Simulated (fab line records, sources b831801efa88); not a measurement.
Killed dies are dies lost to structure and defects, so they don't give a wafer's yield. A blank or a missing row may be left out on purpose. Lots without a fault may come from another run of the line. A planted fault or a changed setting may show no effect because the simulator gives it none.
Which tool did it? | flow sky130 | 24 lots, 72 wafers sampled, at 6 steps of a route of 708

WHAT THE GAUGES READ, wafer by wafer
SKY_CAPM_RS_MEAS_03: measures by four-point-probe. Usual: CAPM_TIN_RS 6.92 ohm/sq, standard deviation 0.091.
lot  | measured     | on            | CAPM_TIN_RS (ohm/sq) | flag
L074 | day 37 03:45 | film_metro-02 | 7.09 7.08 7.09       |
L075 | day 37 13:02 | film_metro-02 | 6.85 6.96 6.82       |
L077 | day 38 00:34 | film_metro-02 | 6.98 6.90 6.99       |
L076 | day 38 03:04 | film_metro-03 | 7.00 6.99 7.00       |
L078 | day 38 04:55 | film_metro-03 | 6.95 6.95 6.97       |
L079 | day 38 06:40 | film_metro-03 | 6.90 6.90 6.90       |
L080 | day 38 17:50 | film_metro-02 | 6.93 6.93 6.95       |
L081 | day 38 21:32 | film_metro-04 | 7.04 7.10 7.02       |
L082 | day 39 09:25 | film_metro-03 | 7.03 7.00 6.90       |
L083 | day 39 13:34 | film_metro-02 | 6.93 6.73 6.78       |
L084 | day 39 20:17 | film_metro-03 | 6.88 6.87 6.87       |
L085 | day 39 23:40 | film_metro-02 | 6.76 6.79 6.87       |
L086 | day 40 02:46 | film_metro-04 | 6.94 6.98 7.01       |
L088 | day 40 19:16 | film_metro-03 | 6.91 6.85 6.91       |
L087 | day 40 20:22 | film_metro-02 | 6.95 7.00 6.96       |
L089 | day 41 03:35 | film_metro-02 | 6.77 6.88 6.75       |
L091 | day 41 12:54 | film_metro-02 | 6.94 6.85 7.01       |
L092 | day 41 19:59 | film_metro-04 | 7.04 7.04 6.87       |
L090 | day 41 20:57 | film_metro-02 | 6.78 6.89 6.95       |
L093 | day 42 06:22 | film_metro-03 | 7.02 6.88 6.97       |
L094 | day 42 09:10 | film_metro-03 | 6.89 6.79 7.00       |
L095 | day 42 23:38 | film_metro-04 | 6.91 6.98 7.01       |
L096 | day 43 01:51 | film_metro-02 | 6.83 6.90 6.94       |
L097 | day 43 06:04 | film_metro-02 | 6.80 6.67 6.96       |

SKY_METAL3_CD_MEAS_13: target cd 300 nm. Usual: cd_nm 299.8 nm, standard deviation 1.4.
lot  | measured     | on        | cd_nm (nm)        | flag
L074 | day 39 07:15 | cd_sem-01 | 299.1 301.3 301.2 |
L075 | day 39 16:16 | cd_sem-01 | 299.7 299.9 300.8 |
L077 | day 40 03:08 | cd_sem-01 | 300.6 301.6 299.0 |
L076 | day 40 05:01 | cd_sem-01 | 301.1 301.7 300.4 |
L078 | day 40 06:49 | cd_sem-01 | 300.1 298.7 298.5 |
L079 | day 40 09:40 | cd_sem-01 | 300.8 299.8 301.1 |
L080 | day 40 19:22 | cd_sem-02 | 299.5 299.6 300.3 |
L081 | day 40 22:42 | cd_sem-01 | 302.1 300.1 299.6 |
L082 | day 41 10:43 | cd_sem-01 | 302.6 301.7 302.4 |
L083 | day 41 14:46 | cd_sem-02 | 299.7 300.1 299.7 |
L084 | day 41 20:49 | cd_sem-01 | 298.6 296.8 298.0 |
L085 | day 42 00:09 | cd_sem-02 | 302.3 303.8 301.5 |
L086 | day 42 03:26 | cd_sem-01 | 299.4 299.5 300.6 |
L088 | day 42 19:36 | cd_sem-01 | 299.1 298.4 300.1 |
L087 | day 42 20:19 | cd_sem-02 | 299.6 301.1 300.7 |
L089 | day 43 03:26 | cd_sem-02 | 297.7 297.5 298.2 |
L091 | day 43 12:34 | cd_sem-01 | 297.4 297.2 299.3 |
L092 | day 43 19:01 | cd_sem-02 | 299.6 300.0 301.0 |
L090 | day 43 19:57 | cd_sem-01 | 297.6 296.9 297.3 |
L093 | day 44 04:25 | cd_sem-01 | 299.7 301.6 300.4 |
L094 | day 44 06:34 | cd_sem-02 | 299.6 299.7 298.9 |
L095 | day 44 21:43 | cd_sem-02 | 299.0 300.0 299.7 |
L096 | day 44 23:41 | cd_sem-01 | 297.1 298.2 299.5 |
L097 | day 45 03:00 | cd_sem-01 | 300.3 300.3 298.0 |

SKY_VIA3_CD_MEAS_12: target cd 200 nm. Usual: cd_nm 200.3 nm, standard deviation 1.3.
lot  | measured     | on        | cd_nm (nm)        | flag
L074 | day 40 09:53 | cd_sem-02 | 199.9 201.1 199.2 |
L075 | day 40 18:10 | cd_sem-02 | 201.0 202.1 201.6 |
L077 | day 41 04:17 | cd_sem-02 | 201.5 202.4 202.3 |
L076 | day 41 06:45 | cd_sem-02 | 197.8 200.1 199.3 |
L078 | day 41 08:22 | cd_sem-01 | 200.6 199.9 201.5 |
L079 | day 41 11:33 | cd_sem-01 | 198.8 197.5 197.2 |
L080 | day 41 20:52 | cd_sem-02 | 200.1 199.3 199.1 |
L081 | day 42 00:26 | cd_sem-01 | 198.0 201.3 200.5 |
L082 | day 42 12:50 | cd_sem-02 | 199.7 199.7 200.1 |
L083 | day 42 16:25 | cd_sem-01 | 200.5 200.4 201.6 |
L084 | day 42 21:26 | cd_sem-01 | 198.7 199.4 199.4 |
L085 | day 43 01:27 | cd_sem-01 | 200.2 201.3 201.3 |
L086 | day 43 04:06 | cd_sem-02 | 198.9 198.9 198.0 |
L088 | day 43 20:53 | cd_sem-01 | 203.3 202.7 200.7 |
L087 | day 43 21:25 | cd_sem-01 | 198.3 199.3 199.1 |
L089 | day 44 03:41 | cd_sem-01 | 199.3 200.9 200.8 |
L091 | day 44 13:06 | cd_sem-01 | 199.6 200.9 200.3 |
L092 | day 44 19:27 | cd_sem-02 | 200.8 200.5 200.0 |
L090 | day 44 20:17 | cd_sem-02 | 200.8 200.6 199.2 |
L093 | day 45 03:40 | cd_sem-02 | 200.4 200.3 200.4 |
L094 | day 45 05:55 | cd_sem-02 | 201.7 199.7 200.4 |
L095 | day 45 20:54 | cd_sem-02 | 202.2 202.5 202.9 |
L096 | day 45 22:44 | cd_sem-02 | 200.5 200.7 200.4 |
L097 | day 46 02:20 | cd_sem-02 | 200.5 200.3 200.5 |

WHICH TOOL RAN EACH LOT (tool, then ch and the chambers of the sampled wafers, then the start)
lot  | SKY_CAPM_SPUTTER_02          | SKY_METAL3_ETCH_16                | SKY_METAL3_STRIP_19
L074 | pvd_sputter-02, day 37 03:36 | rie_metal-04 ch 0,1, day 39 07:26 | plasma_asher-01 ch 0,1, day 39 07:43
L075 | pvd_sputter-04, day 37 12:55 | rie_metal-04 ch 0,1, day 39 16:26 | plasma_asher-02 ch 0, day 39 16:44
L077 | pvd_sputter-02, day 38 00:27 | rie_metal-01 ch 0,1, day 40 03:19 | plasma_asher-04 ch 0,1, day 40 03:37
L076 | pvd_sputter-04, day 38 02:54 | rie_metal-04 ch 0, day 40 05:16   | plasma_asher-02 ch 0,1, day 40 05:36
L078 | pvd_sputter-02, day 38 04:47 | rie_metal-02 ch 0,1, day 40 06:58 | plasma_asher-01 ch 0,1, day 40 07:27
L079 | pvd_sputter-04, day 38 06:34 | rie_metal-04 ch 0, day 40 09:53   | plasma_asher-01 ch 0,1, day 40 10:17
L080 | pvd_sputter-02, day 38 17:42 | rie_metal-02 ch 0,1, day 40 19:32 | plasma_asher-01 ch 0,1, day 40 19:50
L081 | pvd_sputter-03, day 38 21:26 | rie_metal-02 ch 0,1, day 40 22:53 | plasma_asher-02 ch 0,1, day 40 23:11
L082 | pvd_sputter-02, day 39 09:18 | rie_metal-02 ch 0,1, day 41 10:54 | plasma_asher-01 ch 0,1, day 41 11:12
L083 | pvd_sputter-04, day 39 13:26 | rie_metal-02 ch 0,1, day 41 14:56 | plasma_asher-02 ch 0,1, day 41 15:24
L084 | pvd_sputter-03, day 39 20:08 | rie_metal-01 ch 0,1, day 41 20:59 | plasma_asher-02 ch 0,1, day 41 21:17
L085 | pvd_sputter-02, day 39 23:34 | rie_metal-02 ch 0,1, day 42 00:20 | plasma_asher-02 ch 0,1, day 42 00:49
L086 | pvd_sputter-03, day 40 02:40 | rie_metal-01 ch 0, day 42 03:38   | plasma_asher-02 ch 0,1, day 42 03:55
L088 | pvd_sputter-02, day 40 19:10 | rie_metal-01 ch 0,1, day 42 19:47 | plasma_asher-01 ch 0,1, day 42 20:05
L087 | pvd_sputter-02, day 40 20:14 | rie_metal-02 ch 0,1, day 42 20:29 | plasma_asher-01 ch 0,1, day 42 20:47
L089 | pvd_sputter-02, day 41 03:26 | rie_metal-01 ch 0,1, day 43 03:38 | plasma_asher-02 ch 0,1, day 43 03:55
L091 | pvd_sputter-02, day 41 12:47 | rie_metal-02 ch 0,1, day 43 12:45 | plasma_asher-02 ch 0,1, day 43 13:03
L092 | pvd_sputter-02, day 41 19:53 | rie_metal-02 ch 0,1, day 43 19:12 | plasma_asher-01 ch 0,1, day 43 19:30
L090 | pvd_sputter-03, day 41 20:50 | rie_metal-02 ch 0,1, day 43 20:08 | plasma_asher-02 ch 0,1, day 43 20:26
L093 | pvd_sputter-02, day 42 06:14 | rie_metal-04 ch 1, day 44 04:35   | plasma_asher-01 ch 0, day 44 04:53
L094 | pvd_sputter-03, day 42 09:02 | rie_metal-01 ch 0,1, day 44 06:44 | plasma_asher-04 ch 0,1, day 44 07:01
L095 | pvd_sputter-02, day 42 23:30 | rie_metal-02 ch 1, day 44 21:53   | plasma_asher-01 ch 0,1, day 44 22:22
L096 | pvd_sputter-02, day 43 01:42 | rie_metal-02 ch 0,1, day 44 23:53 | plasma_asher-01 ch 0,1, day 45 00:10
L097 | pvd_sputter-03, day 43 05:57 | rie_metal-02 ch 0,1, day 45 03:11 | plasma_asher-01 ch 0,1, day 45 03:29
- SKY_CAPM_SPUTTER_02: material TiN, target thk 200 nm, time 166.7 s.
- SKY_METAL3_ETCH_16: etches BARC in N2/H2, stops on SiO2, time 88.2 s, target depth 60 nm.
- SKY_METAL3_STRIP_19: strips in O2/N2.

WHAT THE TOOLS THEMSELVES READ (means of the sampled wafers that have a number; where no wafer has one, the mark that the record gives instead)
SKY_CAPM_SPUTTER_02. Usual: susceptor_temp_C 300.00 C, standard deviation 0.17; throttle_valve_pct 30.7 %, standard deviation 1.1.
lot  | tool           | susceptor_temp_C (C) | throttle_valve_pct (%) | flag
L074 | pvd_sputter-02 | 299.94               | 31.9                   |
L075 | pvd_sputter-04 | 299.96               | 30.4                   |
L077 | pvd_sputter-02 | 299.93               | 31.8                   |
L076 | pvd_sputter-04 | 300.06               | 29.8                   |
L078 | pvd_sputter-02 | 299.95               | 31.1                   |
L079 | pvd_sputter-04 | 299.87               | 30.2                   |
L080 | pvd_sputter-02 | 299.98               | 31.9                   |
L081 | pvd_sputter-03 | 299.88               | 30.4                   |
L082 | pvd_sputter-02 | 299.85               | 30.8                   |
L083 | pvd_sputter-04 | 300.06               | 30.5                   |
L084 | pvd_sputter-03 | 299.97               | 29.9                   |
L085 | pvd_sputter-02 | 299.85               | 30.7                   |
L086 | pvd_sputter-03 | 300.06               | 30.3                   |
L088 | pvd_sputter-02 | 299.92               | 32.0                   |
L087 | pvd_sputter-02 | 300.06               | 30.8                   |
L089 | pvd_sputter-02 | 299.97               | 30.8                   |
L091 | pvd_sputter-02 | 300.13               | 31.7                   |
L092 | pvd_sputter-02 | 299.90               | 31.0                   |
L090 | pvd_sputter-03 | 300.08               | 29.6                   |
L093 | pvd_sputter-02 | 299.98               | 30.9                   |
L094 | pvd_sputter-03 | 300.20               | 30.4                   |
L095 | pvd_sputter-02 | 300.10               | 31.2                   |
L096 | pvd_sputter-02 | 300.16               | 31.6                   |
L097 | pvd_sputter-03 | 299.95               | 29.7                   |

SKY_METAL3_ETCH_16. Usual: drypump_motor_current_A 5.7 A, standard deviation 0.51; h2_flow_sccm 200.1 sccm, standard deviation 0.63; oes_product_au 0.626 a.u., standard deviation 0.0048; throttle_valve_pct 13.204 %, standard deviation 0.0087.
lot  | tool         | drypump_motor_current_A (A) | h2_flow_sccm (sccm) | oes_product_au (a.u.) | throttle_valve_pct (%) | flag
L074 | rie_metal-04 | 5.1                         | 199.2               | 0.629                 | 13.207                 |
L075 | rie_metal-04 | 5.1                         | 200.3               | 0.627                 | 13.201                 |
L077 | rie_metal-01 | 5.7                         | 200.0               | 0.629                 | 13.202                 |
L076 | rie_metal-04 | 4.8                         | 200.8               | 0.621                 | 13.206                 |
L078 | rie_metal-02 | 6.2                         | 200.2               | 0.626                 | 13.207                 |
L079 | rie_metal-04 | 4.8                         | 199.8               | 0.622                 | 13.198                 |
L080 | rie_metal-02 | 6.0                         | 199.7               | 0.630                 | 13.210                 |
L081 | rie_metal-02 | 6.0                         | 200.1               | 0.625                 | 13.198                 |
L082 | rie_metal-02 | 6.1                         | 200.7               | 0.626                 | 13.196                 |
L083 | rie_metal-02 | 6.1                         | 200.4               | 0.628                 | 13.204                 |
L084 | rie_metal-01 | 5.6                         | 199.9               | 0.624                 | 13.208                 |
L085 | rie_metal-02 | 6.0                         | 199.9               | 0.628                 | 13.201                 |
L086 | rie_metal-01 | 5.1                         | 199.4               | 0.622                 | 13.200                 |
L088 | rie_metal-01 | 5.4                         | 200.2               | 0.626                 | 13.207                 |
L087 | rie_metal-02 | 6.1                         | 200.0               | 0.626                 | 13.213                 |
L089 | rie_metal-01 | 5.6                         | 199.4               | 0.628                 | 13.204                 |
L091 | rie_metal-02 | 6.0                         | 200.1               | 0.629                 | 13.205                 |
L092 | rie_metal-02 | 6.1                         | 200.5               | 0.625                 | 13.207                 |
L090 | rie_metal-02 | 5.9                         | 200.3               | 0.624                 | 13.201                 |
L093 | rie_metal-04 | 5.8                         | 199.7               | 0.626                 | 13.215                 |
L094 | rie_metal-01 | 5.4                         | 200.1               | 0.624                 | 13.197                 |
L095 | rie_metal-02 | 5.9                         | 200.0               | 0.623                 | 13.204                 |
L096 | rie_metal-02 | 6.0                         | 200.1               | 0.624                 | 13.206                 |
L097 | rie_metal-02 | 6.1                         | 201.3               | 0.627                 | 13.208                 |

SKY_METAL3_STRIP_19. Usual: drypump_motor_current_A 5.6 A, standard deviation 0.51; oes_product_au 0.500 a.u., standard deviation 0.0087; strip_time_to_endpoint_s 6.49 s, standard deviation 0.17.
lot  | tool            | drypump_motor_current_A (A) | oes_product_au (a.u.) | strip_time_to_endpoint_s (s) | flag
L074 | plasma_asher-01 | 6.1                         | 0.492                 | 6.36                         |
L075 | plasma_asher-02 | 4.9                         | 0.506                 | 6.61                         |
L077 | plasma_asher-04 | 5.9                         | 0.510                 | 6.72                         |
L076 | plasma_asher-02 | 5.1                         | 0.488                 | 6.34                         |
L078 | plasma_asher-01 | 5.9                         | 0.497                 | 6.39                         |
L079 | plasma_asher-01 | 5.9                         | 0.491                 | 6.38                         |
L080 | plasma_asher-01 | 5.9                         | 0.494                 | 6.36                         |
L081 | plasma_asher-02 | 5.2                         | 0.500                 | 6.40                         |
L082 | plasma_asher-01 | 5.8                         | 0.497                 | 6.38                         |
L083 | plasma_asher-02 | 5.2                         | 0.507                 | 6.75                         |
L084 | plasma_asher-02 | 5.2                         | 0.510                 | 6.66                         |
L085 | plasma_asher-02 | 5.3                         | 0.509                 | 6.76                         |
L086 | plasma_asher-02 | 5.2                         | 0.506                 | 6.55                         |
L088 | plasma_asher-01 | 6.1                         | 0.503                 | 6.55                         |
L087 | plasma_asher-01 | 5.9                         | 0.510                 | 6.69                         |
L089 | plasma_asher-02 | 5.2                         | 0.499                 | 6.52                         |
L091 | plasma_asher-02 | 5.2                         | 0.501                 | 6.44                         |
L092 | plasma_asher-01 | 5.9                         | 0.503                 | 6.57                         |
L090 | plasma_asher-02 | 5.2                         | 0.489                 | 6.26                         |
L093 | plasma_asher-01 | 6.4                         | 0.495                 | 6.33                         |
L094 | plasma_asher-04 | 5.8                         | 0.505                 | 6.51                         |
L095 | plasma_asher-01 | 6.1                         | 0.508                 | 6.66                         |
L096 | plasma_asher-01 | 5.9                         | 0.493                 | 6.33                         |
L097 | plasma_asher-01 | 5.9                         | 0.497                 | 6.46                         |

THE ANSWER, worked out from the rows above alone
Rule: a lot is off if the mean of its wafers that have a number lies more than 3 standard deviations from the usual mean. A lot without any number at a reading at which 4 lots or more have one is off too. The other lots that the step has rows for count as sound. The gauges are gone through in route order, then the tools' own readings, and for those a lot's mean is taken as printed above. The first step at which some lot is off is used, and at that step the reading that is off furthest; a lot without a number counts as furthest.
No lot is off at any reading shown: from this, nothing can be told.

WHAT THE SIMULATOR HAD PUT IN
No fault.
